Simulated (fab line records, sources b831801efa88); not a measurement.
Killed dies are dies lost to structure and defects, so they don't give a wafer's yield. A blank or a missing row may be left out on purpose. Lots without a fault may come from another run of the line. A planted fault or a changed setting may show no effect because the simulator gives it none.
A struck lot beside a sound one | flow sfq_line | 37 steps out of a route of 325
Sound: wafers L988.1, L988.2, L988.6. Struck: wafers L990.2, L990.4, L990.5. The cause comes at the end.
At each step with rows: each side's tool, then ch and its chambers, then its first start. Under that, the readings that differ: sound wafers | struck wafers | difference of the means | sigmas: that difference in standard deviations of wafers without a fault.
alike: readings whose means differ by less than 2 such deviations, and words and numbers that are the same on both sides. not compared: withheld readings, readings that some wafer has no value for, bounds like >300 that may hide the same value, and numbers for which the record gives no deviation and whose values overlap.
The two part at a step that has a row with sigmas, a row that says differs or no value, or rows on one side only. Numbers that don't overlap but have no deviation are shown without sigmas and don't part them. A reading that every wafer of one side lacks parts them only if that side has two wafers or more.

first, 6 steps without rows for these wafers: SFQ_TRILAYER_M4_LITHO_COAT_098 (resist thk 62 nm); SFQ_TRILAYER_M4_LITHO_COAT_093 (resist thk 600 nm); SFQ_TRILAYER_M4_LITHO_SOFTBAKE_097; SFQ_TRILAYER_M4_LITHO_EXPOSE_094 (exposes mask M4, target cd 500 nm); SFQ_TRILAYER_M4_LITHO_PEB_096 (peb time 60 s); SFQ_TRILAYER_M4_LITHO_DEVELOP_095 (time 60 s).
SFQ_M4_OVL_MEAS_926:
  sound on overlay-02, day 36 10:14; struck on overlay-02, day 37 07:19
  alike: M4_OVL
SFQ_TRILAYER_M4_BARC_OPEN_METAL_ETCH_123: etches BARC in O2, target depth 125 nm, time 41.7 s.
  sound on rie_metal-01 ch 0, day 36 10:16; struck on rie_metal-03 ch 0,1, day 37 07:21
  alike: drypump_motor_current_A, oes_product_au
  not compared: rf_hours_counter_h
then, 3 steps without rows for these wafers: SFQ_TRILAYER_M4_ETCH_METAL_ETCH_096 (etches Nb in Cl2/Ar, stops on SiO2, target depth 240 nm, time 120 s); SFQ_TRILAYER_M4_STRIP_STRIP_097 (strips in O2); SFQ_TRILAYER_M4_STRIP_SOLV_CLEAN_098 (cleans in NMP, time 600 s).
SFQ_TRILAYER_I4_DEP_PECVD_099: deposits SiO2 from SiH4/N2O, time 111.11 s, target thk 500 nm.
  sound on pecvd-03 ch 0,1,2, day 36 12:01; struck on pecvd-01 ch 0,1, day 37 08:19
  no value came back on the struck wafers for any of 5 readings (chamber_pressure_Torr (Torr), heater_power_outer_w (W) and others); on the sound wafers chamber_pressure_Torr (Torr) reads 2.407 2.402 2.404
SFQ_TRILAYER_I4_CMP_CMP_100: polishes SiO2.
  sound on cmp-01 ch 0,3, day 37 07:41; struck on cmp-02 ch 1,2, day 38 10:50
  reading                | sound       | struck | difference                    | sigmas
  time_to_endpoint_s (s) | 221 218 230 | - - -  | no value on the struck wafers |
  alike: motor_current_A
SFQ_I4_BOW_MEAS_927:
  sound on film_metro-02, day 37 10:41; struck on film_metro-02, day 38 13:21
  alike: I4_BOW
SFQ_TRILAYER_I4_METRO_MEASURE_101:
  sound on film_metro-02, day 37 10:48; struck on film_metro-02, day 38 13:39
then, 6 steps without rows for these wafers: SFQ_TRILAYER_I4_VIA_LITHO_COAT_108 (resist thk 62 nm); SFQ_TRILAYER_I4_VIA_LITHO_COAT_103 (resist thk 650 nm); SFQ_TRILAYER_I4_VIA_LITHO_SOFTBAKE_107; SFQ_TRILAYER_I4_VIA_LITHO_EXPOSE_104 (exposes mask I4, target cd 700 nm); SFQ_TRILAYER_I4_VIA_LITHO_PEB_106 (peb time 60 s); SFQ_TRILAYER_I4_VIA_LITHO_DEVELOP_105 (time 60 s).
-- the record jumps here: 3 days lie between the struck wafers' starts before and after --
SFQ_I4_OVL_MEAS_928:
  sound on overlay-02, day 39 23:28; struck on overlay-01, day 41 04:22
  alike: I4_OVL
then, 1 step without rows for these wafers: SFQ_TRILAYER_I4_VIA_BARC_OPEN_VIA_ETCH_146 (etches BARC in O2, target depth 125 nm, time 41.7 s).
SFQ_TRILAYER_I4_VIA_ETCH_VIA_ETCH_106: etches SiO2 in CHF3, stops on Nb, target depth 260 nm.
  sound on rie_diel-04 ch 0,2, day 39 23:32; struck on rie_diel-02 ch 1,3, day 41 04:26
  reading                  | sound             | struck            | difference | sigmas
  oes_product_au (a.u.)    | 0.853 0.847 0.848 | 0.374 0.382 0.373 | -0.473     | -97
  model.etch.depth_nm (nm) | 201.6 199.7 200.5 | 0 0 0             | -201       |
  alike: drypump_motor_current_A
SFQ_TRILAYER_I4_VIA_STRIP_STRIP_107: strips in O2.
  sound on rie_metal-01 ch 0,1, day 39 23:39; struck on rie_metal-01 ch 0,1, day 41 04:33
  alike: drypump_motor_current_A, oes_product_au
  not compared: rf_hours_counter_h
then, 2 steps without rows for these wafers: SFQ_TRILAYER_I4_VIA_STRIP_SOLV_CLEAN_108 (cleans in NMP, time 600 s); SFQ_TRILAYER_JJ_TRILAYER_DEP_PRE_CLEAN_113 (time 22.5 s).
SFQ_TRILAYER_JJ_TRILAYER_DEP_SPUTTER_109: material Nb, target thk 150 nm, time 100 s.
  sound on pvd_sputter-04, day 40 00:27; struck on pvd_sputter-03, day 41 05:21
  alike: throttle_valve_pct
SFQ_TRILAYER_JJ_TRILAYER_DEP_SPUTTER_110: material Al, target thk 8 nm, time 10 s.
  sound on pvd_sputter-04, day 40 00:32; struck on pvd_sputter-03, day 41 05:26
  alike: throttle_valve_pct
then, 2 steps without rows for these wafers: SFQ_TRILAYER_JJ_TRILAYER_DEP_AL_OXIDATION_111 (oxidation time 600 s); SFQ_TRILAYER_JJ_TRILAYER_DEP_SPUTTER_112 (material Nb, target thk 170 nm, time 113.3 s).
SFQ_JJ_RS_MEAS_929: measures by four-point-probe.
  sound on film_metro-04, day 40 01:38; struck on film_metro-02, day 41 06:33
  alike: JJ_NB_RS
then, 3 steps without rows for these wafers: SFQ_TRILAYER_JJ_CE_LITHO_COAT_119 (resist thk 62 nm); SFQ_TRILAYER_JJ_CE_LITHO_COAT_114 (resist thk 600 nm); SFQ_TRILAYER_JJ_CE_LITHO_SOFTBAKE_118.
-- the record jumps here: 3 days lie between the struck wafers' starts before and after --
SFQ_TRILAYER_JJ_CE_LITHO_EXPOSE_115: exposes mask J5, target cd 700 nm.
  sound on krf_scanner-01 ch 0, day 42 16:04; struck on krf_scanner-01, day 44 02:24
  no value came back on the struck wafers for exposure_dose_mJ_cm2, focus_offset_nm (nm), sigma_outer, stage_vel_mm_s (mm/s); on the sound wafers exposure_dose_mJ_cm2 reads 14.380 14.420 14.411
  alike: mask
then, 1 step without rows for these wafers: SFQ_TRILAYER_JJ_CE_LITHO_PEB_117 (peb time 60 s).

WHERE THEY PART
First at SFQ_TRILAYER_I4_DEP_PECVD_099; last, within this record, at SFQ_TRILAYER_JJ_CE_LITHO_EXPOSE_115.

WHY: what the simulator had put in
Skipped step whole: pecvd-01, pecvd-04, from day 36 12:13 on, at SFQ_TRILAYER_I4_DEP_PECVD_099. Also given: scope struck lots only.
